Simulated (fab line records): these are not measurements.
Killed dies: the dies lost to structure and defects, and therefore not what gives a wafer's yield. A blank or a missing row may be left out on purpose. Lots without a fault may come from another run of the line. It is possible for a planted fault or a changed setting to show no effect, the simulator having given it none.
fab line records    flow sky130
record: lots: 13  wafers: 39  last_day: 50
route steps=708 shown METAL2@484 PAD_OPEN@708
lots with no fault: from the same line, run without faults
start_h: start of the lot's first displayed wafer, in hours after the record's first day    wait_h: hours elapsed since this lot's preceding step    " identical to the entry in the row above    L1.1+2: a single row standing in for several wafers    - no value, or no start given    * or withheld: withheld    < > ~ a bound
route shown NAME@n: names a module that has steps shown in the file, with the first one's number in the route    usual: mean and standard deviation over wafers with no fault    same: alike in all rows    chamber/n: place in a boat    sites: readings site by site    _std_site: how widely they spread, as a standard deviation    _edge_site: outer sites' mean less inner sites'    radius_mm: how far each site lies from the wafer's centre    mask NAME#n: copy n    behind: the tool/chamber that last shaped the wafer    hold: the reason the lot was held/the length of the hold in hours/how it ended    device: which transistor (n, p or np) failed to switch    end of line: the route-end tests of the same wafers    a step with no rows: only its recipe    killed: dies lost to structure and defects at the first sort, not the wafer's yield    map: the dies of a wafer, with x for killed, . for not killed, _ for no die there
set.NAME: the run value of the setting; set.NAME@STEP: its run value at that earlier step    model.NAME: the simulator's own value behind a step, which no gauge read
steps of the route over a sample of lots; a table a step, a row a wafer
services: the hour from which a tool's chamber was out of use, counted from the record's first day as start_h (under 0 if before that day), plus the number of hours and why
== steps ==
step: SKY_METAL2_SPUTTER_01
recipe: material: TiN  target_thk_nm: 20  power_w: 6500  time_s: 16.7  chamber_pressure_pa: 0.4
usual: chamber_pressure_pa: 0.4000/0.00083  throttle_valve_pct: 30.2/1.1
lot.wafer  tool            chamber  start_h  wait_h  chamber_pressure_pa  throttle_valve_pct
L569.2     pvd_sputter-03  -        789.44   0.0     0.4003               29.5
L569.5     "               -        "        "       0.3998               29.1
L569.6     "               -        "        "       0.4010               29.8
L571.3     pvd_sputter-03  -        799.74   0.0     0.4000               29.7
L571.4     "               -        "        "       0.3992               31.9
L571.5     "               -        "        "       0.4002               29.3
L570.1     pvd_sputter-02  -        808.41   0.0     0.4002               31.2
L570.2     "               -        "        "       0.4006               31.2
L570.5     "               -        "        "       0.4014               29.7
L573.1     pvd_sputter-02  -        825.54   0.0     0.3992               30.9
L573.4     "               -        "        "       0.4007               29.5
L573.6     "               -        "        "       0.4000               29.7
L574.1     pvd_sputter-03  -        829.50   0.0     0.4008               29.5
L574.2     "               -        "        "       0.3993               30.0
L574.3     "               -        "        "       0.4005               31.8
L577.1     pvd_sputter-03  -        846.64   0.0     0.3999               29.3
L577.3     "               -        "        "       0.4004               29.0
L577.6     "               -        "        "       0.3997               31.7
L576.1     pvd_sputter-03  -        849.65   0.0     0.3998               29.2
L576.4     "               -        "        "       0.4011               32.2
L576.5     "               -        "        "       0.3993               28.9
L578.1     pvd_sputter-03  -        853.89   0.0     0.3210               33.4
L578.2     "               -        "        "       0.3999               32.0
L578.3     "               -        "        "       0.4004               29.0
L588.1     pvd_sputter-03  -        941.04   0.0     0.4004               29.8
L588.3     "               -        "        "       0.3984               31.9
L588.6     "               -        "        "       0.3988               29.3
L589.2     pvd_sputter-01  -        943.17   0.0     0.3992               28.7
L589.3     "               -        "        "       0.4005               28.8
L589.4     "               -        "        "       0.3998               30.1
L590.1     pvd_sputter-02  -        944.12   0.0     0.4007               30.9
L590.3     "               -        "        "       0.4007               31.4
L590.6     "               -        "        "       0.3999               31.1
L591.3     pvd_sputter-02  -        947.38   0.0     0.4012               31.0
L591.5     "               -        "        "       0.3995               31.3
L591.6     "               -        "        "       0.4016               31.8
L592.1     pvd_sputter-03  -        953.94   0.0     0.3997               30.0
L592.4     "               -        "        "       0.3998               29.3
L592.6     "               -        "        "       0.4007               31.9
step: SKY_PAD_OPEN_PROBE_99
usual: defect_limited_yield: 82.3/2  killed_at_M0_to_M3: 44/7.9  killed_at_M4_up: 3.1/1.9  killed_at_contacts: 24/4.6  killed_at_front_end: 16/4.9  killed_at_other: 0.3/0.6  killed_dies: 87/9.7  killed_open: 48/7.2  killed_short: 39/5.6  sort_bin_3_pad_short: 0.8/0.47  sort_bin_5_function: 10.4/1.5  sort_bin_6_memory: 6.5/1.1  sort_n_pass: 405/9.7  sort_yield_pct: 82.3/2
same: gross_dies: 492  killed_at_back_side: 0  sort_bin_4_leakage[%]: 0  sort_bin_8_speed[%]: 0
lot.wafer  tool       chamber  start_h  wait_h  defect_limited_yield[%]  killed_at_M0_to_M3  killed_at_M4_up  killed_at_contacts  killed_at_front_end  killed_at_other  killed_dies  killed_open  killed_short  sort_bin_3_pad_short[%]  sort_bin_5_function[%]  sort_bin_6_memory[%]  sort_n_pass  sort_yield_pct[%]
L569.2     prober-02  -        1070.44  0.1     82.7                     42                  2                23                  18                   0                85           50           35            0.8                      10.8                    5.7                   407          82.7
L569.5     prober-02  -        1070.59  0.2     79.5                     45                  2                29                  25                   0                101          58           43            1.0                      12.2                    7.3                   391          79.5
L569.6     prober-02  -        1070.64  0.2     78.3                     52                  3                32                  20                   0                107          59           47            1.6                      12.8                    7.3                   385          78.3
L571.3     prober-01  -        1074.86  0.2     81.7                     43                  4                31                  12                   0                90           58           31            1.2                      9.3                     7.7                   402          81.7
L571.4     prober-01  -        1074.91  0.2     83.9                     35                  1                25                  17                   1                79           45           34            0.2                      9.3                     6.5                   413          83.9
L571.5     prober-01  -        1074.96  0.2     83.7                     35                  3                28                  14                   0                80           51           27            0.8                      8.3                     7.1                   412          83.7
L570.1     prober-02  -        1086.62  0.1     79.5                     55                  2                25                  19                   0                101          50           51            1.2                      12.4                    6.9                   391          79.5
L570.2     prober-02  -        1086.67  0.1     83.1                     45                  2                22                  14                   0                83           46           37            0.4                      10.2                    6.3                   409          83.1
L570.5     prober-02  -        1086.82  0.2     80.5                     52                  4                26                  14                   0                96           48           48            0                        12.0                    7.5                   396          80.5
L573.1     prober-02  -        1097.03  0.1     79.1                     50                  5                32                  16                   0                103          56           47            1.0                      11.8                    8.1                   389          79.1
L573.4     prober-02  -        1097.18  0.2     80.3                     65                  2                18                  11                   1                97           57           40            1.4                      11.0                    7.3                   395          80.3
L573.6     prober-02  -        1097.28  0.2     79.3                     63                  2                20                  17                   0                102          58           44            1.2                      10.2                    9.3                   390          79.3
L574.1     prober-01  -        1101.38  0.1     80.1                     47                  1                39                  11                   0                98           57           41            1.8                      11.4                    6.7                   394          80.1
L574.2     prober-01  -        1101.43  0.1     84.8                     39                  3                19                  14                   0                75           41           34            0.2                      8.5                     6.5                   417          84.8
L574.3     prober-01  -        1101.48  0.2     81.7                     48                  2                31                  9                    0                90           50           40            1.8                      10.6                    5.9                   402          81.7
L577.1     prober-01  -        1116.63  0.1     81.3                     49                  4                26                  13                   0                92           56           36            0.2                      12.4                    6.1                   400          81.3
L577.3     prober-01  -        1116.73  0.2     86.0                     32                  2                19                  16                   0                69           38           31            0.4                      7.5                     6.1                   423          86.0
L577.6     prober-01  -        1116.88  0.2     84.6                     32                  3                27                  14                   0                76           45           31            0                        10.0                    5.5                   416          84.6
L576.1     prober-02  -        1117.44  0.1     85.8                     38                  1                20                  11                   0                70           39           31            0.6                      6.5                     7.1                   422          85.8
L576.4     prober-02  -        1117.59  0.2     82.5                     28                  3                26                  29                   0                86           44           40            1.2                      10.2                    6.1                   406          82.5
L576.5     prober-02  -        1117.64  0.2     83.9                     34                  3                24                  18                   0                79           45           33            0.4                      10.6                    5.1                   413          83.9
L578.1     prober-01  -        1118.75  0.1     81.5                     54                  2                25                  10                   0                91           56           35            0.8                      8.9                     8.7                   401          81.5
L578.2     prober-01  -        1118.80  0.1     85.0                     43                  4                16                  10                   1                74           42           31            1.0                      7.9                     6.1                   418          85.0
L578.3     prober-01  -        1118.85  0.2     80.5                     50                  4                21                  21                   0                96           54           41            1.0                      9.8                     8.7                   396          80.5
L588.1     prober-01  -        1187.87  0.1     81.3                     55                  3                19                  15                   0                92           54           38            0.4                      12.2                    6.1                   400          81.3
L588.3     prober-01  -        1187.97  0.2     82.3                     35                  0                23                  28                   1                87           46           41            1.4                      10.2                    6.1                   405          82.3
L588.6     prober-01  -        1188.12  0.2     84.6                     36                  3                24                  13                   0                76           35           41            1.2                      8.7                     5.5                   416          84.6
L589.2     prober-01  -        1189.55  0.1     79.7                     50                  4                30                  16                   0                100          56           41            0.6                      11.8                    7.9                   392          79.7
L589.3     prober-01  -        1189.60  0.2     81.3                     54                  4                23                  11                   0                92           57           34            0.6                      8.5                     9.6                   400          81.3
L589.4     prober-01  -        1189.65  0.2     82.3                     42                  7                24                  14                   0                87           55           32            0.8                      10.6                    6.3                   405          82.3
L590.1     prober-01  -        1190.73  0.1     86.2                     34                  4                16                  14                   0                68           35           33            0.6                      6.7                     6.5                   424          86.2
L590.3     prober-01  -        1190.83  0.2     82.5                     47                  4                22                  12                   1                86           49           37            0.2                      10.8                    6.5                   406          82.5
L590.6     prober-01  -        1190.98  0.2     82.1                     34                  6                24                  24                   0                88           45           43            0.2                      9.8                     7.9                   404          82.1
L591.3     prober-01  -        1191.50  0.2     82.5                     41                  2                26                  16                   1                86           51           35            1.2                      10.2                    6.1                   406          82.5
L591.5     prober-01  -        1191.60  0.2     80.9                     54                  4                18                  15                   3                94           43           50            1.6                      9.8                     7.7                   398          80.9
L591.6     prober-01  -        1191.65  0.2     82.9                     50                  4                18                  12                   0                84           48           36            0.8                      11.0                    5.3                   408          82.9
L592.1     prober-02  -        1193.83  0.1     80.1                     46                  4                28                  18                   2                98           56           41            0.4                      12.6                    6.9                   394          80.1
L592.4     prober-02  -        1193.98  0.2     80.9                     59                  0                20                  15                   0                94           54           39            0.2                      11.8                    7.1                   398          80.9
L592.6     prober-02  -        1194.08  0.2     85.4                     32                  2                22                  16                   0                72           37           35            1.0                      8.1                     5.5                   420          85.4
killed by level:class
L569.2 VIA1:geometric_particle:open=13 CONTACT:geometric_particle:open=10 VIA2:geometric_particle:open=6 VIA1:geometric_particle:short=6 VIA3:geometric_particle:open=5 FIELD_ISO:geometric_particle:open=4 LI_CONTACT:geometric_particle:open=4 CONTACT:geometric_particle:short=4
L569.5 VIA1:geometric_particle:open=13 LI_CONTACT:geometric_particle:open=11 FIELD_ISO:geometric_particle:open=8 CONTACT:geometric_particle:open=7 VIA3:geometric_particle:open=7 POLY_GATE:geometric_particle:short=6 METAL1:geometric_particle:short=6 POLY_GATE:geometric_particle:open=5
L569.6 CONTACT:geometric_particle:open=15 VIA1:geometric_particle:open=13 VIA1:geometric_particle:short=9 VIA2:geometric_particle:open=7 LI_CONTACT:geometric_particle:open=6 CONTACT:geometric_particle:short=6 METAL1:geometric_particle:short=6 VIA2:geometric_particle:short=6
L571.3 CONTACT:geometric_particle:open=15 VIA1:geometric_particle:open=13 LI_CONTACT:geometric_particle:open=10 VIA2:geometric_particle:open=8 METAL2:geometric_particle:short=6 POLY_GATE:geometric_particle:short=4 VIA3:geometric_particle:open=4 LI_CONTACT:geometric_particle:short=3
L571.4 VIA1:geometric_particle:open=11 CONTACT:geometric_particle:open=10 CONTACT:geometric_particle:short=7 VIA1:geometric_particle:short=5 POLY_GATE:geometric_particle:open=4 SPACER:geometric_particle:open=4 LI_CONTACT:geometric_particle:open=4 METAL2:geometric_particle:short=4
L571.5 CONTACT:geometric_particle:open=11 LI_CONTACT:geometric_particle:open=10 VIA1:geometric_particle:open=8 VIA3:geometric_particle:open=7 FIELD_ISO:geometric_particle:open=5 METAL1:geometric_particle:short=5 METAL2:geometric_particle:short=4 POLY_GATE:geometric_particle:open=3
L570.1 VIA1:geometric_particle:open=13 CONTACT:geometric_particle:open=9 METAL1:geometric_particle:short=8 FIELD_ISO:geometric_particle:open=7 VIA2:geometric_particle:open=7 VIA3:geometric_particle:open=6 METAL2:geometric_particle:short=6 CONTACT:geometric_particle:short=5
L570.2 VIA1:geometric_particle:open=10 LI_CONTACT:geometric_particle:open=7 VIA2:geometric_particle:open=6 LOCAL_INTERCONNECT:geometric_particle:short=6 CONTACT:geometric_particle:open=6 VIA3:geometric_particle:open=5 METAL2:geometric_particle:short=5 FIELD_ISO:geometric_particle:short=4
L570.5 CONTACT:geometric_particle:open=11 VIA2:geometric_particle:short=10 VIA1:geometric_particle:open=9 METAL1:geometric_particle:short=6 VIA2:geometric_particle:open=6 LI_CONTACT:geometric_particle:open=5 LOCAL_INTERCONNECT:geometric_particle:short=5 VIA1:geometric_particle:short=4
L573.1 LI_CONTACT:geometric_particle:open=12 VIA2:geometric_particle:open=9 VIA1:geometric_particle:open=9 CONTACT:geometric_particle:open=9 METAL2:geometric_particle:short=7 METAL1:geometric_particle:short=6 FIELD_ISO:geometric_particle:short=5 FIELD_ISO:geometric_particle:open=5
L573.4 VIA1:geometric_particle:open=24 METAL2:geometric_particle:short=8 VIA2:geometric_particle:open=8 VIA1:geometric_particle:short=7 LI_CONTACT:geometric_particle:open=6 CONTACT:geometric_particle:short=5 VIA3:geometric_particle:open=5 POLY_GATE:geometric_particle:open=4
L573.6 VIA1:geometric_particle:open=20 VIA2:geometric_particle:open=10 VIA1:geometric_particle:short=8 LI_CONTACT:geometric_particle:open=7 VIA3:geometric_particle:open=7 METAL2:geometric_particle:short=6 FIELD_ISO:geometric_particle:short=5 FIELD_ISO:geometric_particle:open=4
L574.1 LI_CONTACT:geometric_particle:open=11 VIA1:geometric_particle:open=11 CONTACT:geometric_particle:short=8 CONTACT:geometric_particle:open=8 VIA3:geometric_particle:open=8 LI_CONTACT:geometric_particle:short=6 METAL2:geometric_particle:short=5 VIA2:geometric_particle:open=5
L574.2 VIA1:geometric_particle:open=10 CONTACT:geometric_particle:open=7 VIA3:geometric_particle:open=7 FIELD_ISO:geometric_particle:short=5 VIA2:geometric_particle:open=5 LOCAL_INTERCONNECT:geometric_particle:short=4 VIA1:geometric_particle:short=4 METAL3:geometric_particle:short=4
L574.3 CONTACT:geometric_particle:open=12 VIA1:geometric_particle:open=10 LI_CONTACT:geometric_particle:open=8 VIA2:geometric_particle:open=7 LI_CONTACT:geometric_particle:short=6 VIA1:geometric_particle:short=6 VIA3:geometric_particle:open=6 METAL3:geometric_particle:short=6
L577.1 VIA1:geometric_particle:open=13 LI_CONTACT:geometric_particle:open=9 CONTACT:geometric_particle:open=6 VIA2:geometric_particle:open=6 POLY_GATE:geometric_particle:open=5 CONTACT:geometric_particle:short=5 VIA2:geometric_particle:short=5 VIA3:geometric_particle:short=5
L577.3 VIA3:geometric_particle:open=9 VIA1:geometric_particle:open=8 CONTACT:geometric_particle:open=7 VIA2:geometric_particle:short=7 POLY_GATE:geometric_particle:short=7 LI_CONTACT:geometric_particle:open=5 POLY_GATE:geometric_particle:open=3 SPACER:geometric_particle:short=3
L577.6 CONTACT:geometric_particle:open=9 VIA3:geometric_particle:open=9 LI_CONTACT:geometric_particle:open=8 VIA1:geometric_particle:open=6 LOCAL_INTERCONNECT:geometric_particle:short=5 FIELD_ISO:geometric_particle:short=4 POLY_GATE:geometric_particle:short=4 VIA2:geometric_particle:open=4
L576.1 VIA3:geometric_particle:open=8 LI_CONTACT:geometric_particle:open=8 CONTACT:geometric_particle:open=7 METAL1:geometric_particle:short=6 POLY_GATE:geometric_particle:short=5 VIA2:geometric_particle:open=5 VIA1:geometric_particle:open=4 METAL3:geometric_particle:short=4
L576.4 FIELD_ISO:geometric_particle:short=10 CONTACT:geometric_particle:open=10 POLY_GATE:geometric_particle:short=6 POLY_GATE:geometric_particle:open=6 VIA3:geometric_particle:open=6 LI_CONTACT:geometric_particle:open=5 METAL2:geometric_particle:short=5 VIA1:geometric_particle:open=5
L576.5 CONTACT:geometric_particle:open=9 VIA2:geometric_particle:open=7 CONTACT:geometric_particle:short=7 VIA3:geometric_particle:open=7 FIELD_ISO:geometric_particle:open=6 VIA1:geometric_particle:open=6 LI_CONTACT:geometric_particle:open=5 FIELD_ISO:geometric_particle:short=4
L578.1 VIA1:geometric_particle:open=14 LI_CONTACT:geometric_particle:open=9 CONTACT:geometric_particle:open=9 VIA2:geometric_particle:open=9 METAL2:geometric_particle:short=8 POLY_GATE:geometric_particle:short=5 CONTACT:geometric_particle:short=5 METAL1:geometric_particle:short=5
L578.2 VIA1:geometric_particle:open=11 VIA3:geometric_particle:open=7 CONTACT:geometric_particle:open=6 VIA1:geometric_particle:short=6 LOCAL_INTERCONNECT:geometric_particle:short=4 METAL2:geometric_particle:short=4 POLY_GATE:geometric_particle:open=3 LI_CONTACT:geometric_particle:open=3
L578.3 VIA1:geometric_particle:open=18 LI_CONTACT:geometric_particle:open=8 CONTACT:geometric_particle:open=7 VIA2:geometric_particle:open=7 POLY_GATE:geometric_particle:short=6 FIELD_ISO:geometric_particle:short=5 VIA3:geometric_particle:open=5 METAL2:geometric_particle:short=5
L588.1 VIA2:geometric_particle:open=13 VIA1:geometric_particle:open=7 VIA3:geometric_particle:open=7 LI_CONTACT:geometric_particle:open=6 METAL2:geometric_particle:short=5 FIELD_ISO:geometric_particle:open=5 CONTACT:geometric_particle:open=5 METAL2:geometric_particle:open=5
L588.3 POLY_GATE:geometric_particle:short=10 VIA1:geometric_particle:open=9 LI_CONTACT:geometric_particle:open=7 CONTACT:geometric_particle:open=7 FIELD_ISO:geometric_particle:short=5 POLY_GATE:geometric_particle:open=5 VIA1:geometric_particle:short=5 VIA2:geometric_particle:open=4
L588.6 CONTACT:geometric_particle:open=8 LOCAL_INTERCONNECT:geometric_particle:short=7 VIA1:geometric_particle:open=6 VIA2:geometric_particle:open=5 METAL2:geometric_particle:short=5 FIELD_ISO:geometric_particle:short=4 POLY_GATE:geometric_particle:short=4 LI_CONTACT:geometric_particle:open=4
L589.2 VIA1:geometric_particle:open=21 CONTACT:geometric_particle:open=10 LI_CONTACT:geometric_particle:open=8 FIELD_ISO:geometric_particle:open=5 FIELD_ISO:geometric_particle:short=5 LOCAL_INTERCONNECT:geometric_particle:short=5 VIA1:geometric_particle:short=5 VIA2:geometric_particle:open=5
L589.3 VIA1:geometric_particle:open=14 VIA2:geometric_particle:open=14 CONTACT:geometric_particle:open=9 LI_CONTACT:geometric_particle:open=7 METAL1:geometric_particle:short=6 METAL1:geometric_particle:open=6 FIELD_ISO:geometric_particle:short=4 FIELD_ISO:geometric_particle:open=4
L589.4 VIA2:geometric_particle:open=10 LI_CONTACT:geometric_particle:open=9 VIA1:geometric_particle:open=8 CONTACT:geometric_particle:open=8 METAL4:geometric_particle:short=7 METAL1:geometric_particle:open=5 METAL2:geometric_particle:short=5 FIELD_ISO:geometric_particle:open=4
L590.1 VIA2:geometric_particle:open=10 VIA1:geometric_particle:open=7 CONTACT:geometric_particle:open=5 FIELD_ISO:geometric_particle:short=4 POLY_GATE:geometric_particle:short=4 METAL2:geometric_particle:short=4 LI_CONTACT:geometric_particle:open=4 LOCAL_INTERCONNECT:geometric_particle:short=4
L590.3 CONTACT:geometric_particle:open=14 VIA1:geometric_particle:open=8 VIA1:geometric_particle:short=7 METAL3:geometric_particle:short=7 METAL1:geometric_particle:short=6 VIA2:geometric_particle:open=6 FIELD_ISO:geometric_particle:open=5 LI_CONTACT:geometric_particle:open=4
L590.6 CONTACT:geometric_particle:open=11 VIA1:geometric_particle:open=7 POLY_GATE:geometric_particle:short=7 FIELD_ISO:geometric_particle:open=6 POLY_GATE:geometric_particle:open=6 METAL4:geometric_particle:short=6 METAL1:geometric_particle:short=5 VIA2:geometric_particle:open=5
L591.3 METAL2:geometric_particle:open=9 LI_CONTACT:geometric_particle:open=8 CONTACT:geometric_particle:short=8 CONTACT:geometric_particle:open=7 VIA1:geometric_particle:open=7 VIA3:geometric_particle:open=5 VIA1:geometric_particle:short=5 FIELD_ISO:geometric_particle:open=4
L591.5 METAL1:geometric_particle:short=9 VIA3:geometric_particle:open=8 METAL2:geometric_particle:short=7 VIA2:geometric_particle:open=7 CONTACT:geometric_particle:open=6 VIA1:geometric_particle:open=6 FIELD_ISO:geometric_particle:short=5 VIA1:geometric_particle:short=5
L591.6 VIA1:geometric_particle:open=10 METAL1:geometric_particle:short=9 VIA3:geometric_particle:open=8 LI_CONTACT:geometric_particle:open=6 METAL2:geometric_particle:short=5 POLY_GATE:geometric_particle:open=4 CONTACT:geometric_particle:short=4 CONTACT:geometric_particle:open=4
L592.1 VIA1:geometric_particle:open=14 CONTACT:geometric_particle:open=12 METAL2:geometric_particle:short=9 LI_CONTACT:geometric_particle:open=7 LOCAL_INTERCONNECT:geometric_particle:short=6 METAL1:geometric_particle:short=5 VIA2:geometric_particle:open=5 VIA3:geometric_particle:open=5
L592.4 VIA1:geometric_particle:open=22 VIA1:geometric_particle:short=9 VIA3:geometric_particle:open=7 CONTACT:geometric_particle:short=6 VIA2:geometric_particle:open=5 METAL2:geometric_particle:short=5 POLY_GATE:geometric_particle:short=4 LI_CONTACT:geometric_particle:open=4
L592.6 VIA1:geometric_particle:open=8 VIA3:geometric_particle:open=6 LOCAL_INTERCONNECT:geometric_particle:short=5 CONTACT:geometric_particle:short=5 METAL1:geometric_particle:short=5 LI_CONTACT:geometric_particle:open=4 CONTACT:geometric_particle:open=4 FIELD_ISO:geometric_particle:open=3
== services ==
tool            chamber  start_h  hours  kind
pvd_sputter-03  -        807.10   2.2    repair
pvd_sputter-03  -        823.99   1.6    repair
pvd_sputter-01  -        827.70   2.4    repair
pvd_sputter-02  -        844.38   9.1    repair
pvd_sputter-01  -        897.89   8.7    repair
pvd_sputter-02  -        912.87   1.2    repair
pvd_sputter-03  -        938.09   2.0    repair
pvd_sputter-02  -        939.64   4.4    repair
== key ==
first_sign: step: SKY_METAL2_SPUTTER_01  reading: chamber_pressure_pa  direction: down  sigmas: 96  usual: 0.4000  struck: 0.3210
effect none on later readings
met_at SKY_METAL2_SPUTTER_01
struck_lots L578
struck_wafers L578.1
onset_between 829.50 853.89
fault: kind: process_parameter_drift  tool: pvd_sputter-03  chamber: -  onset_h: 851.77  steps: SKY_METAL2_SPUTTER_01  channel: chamber_pressure_pa  offset: -0.078498  shape: step  end_h: 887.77  acts_in: these_recipes_only  stated: 0.4  scope: struck_wafers_only
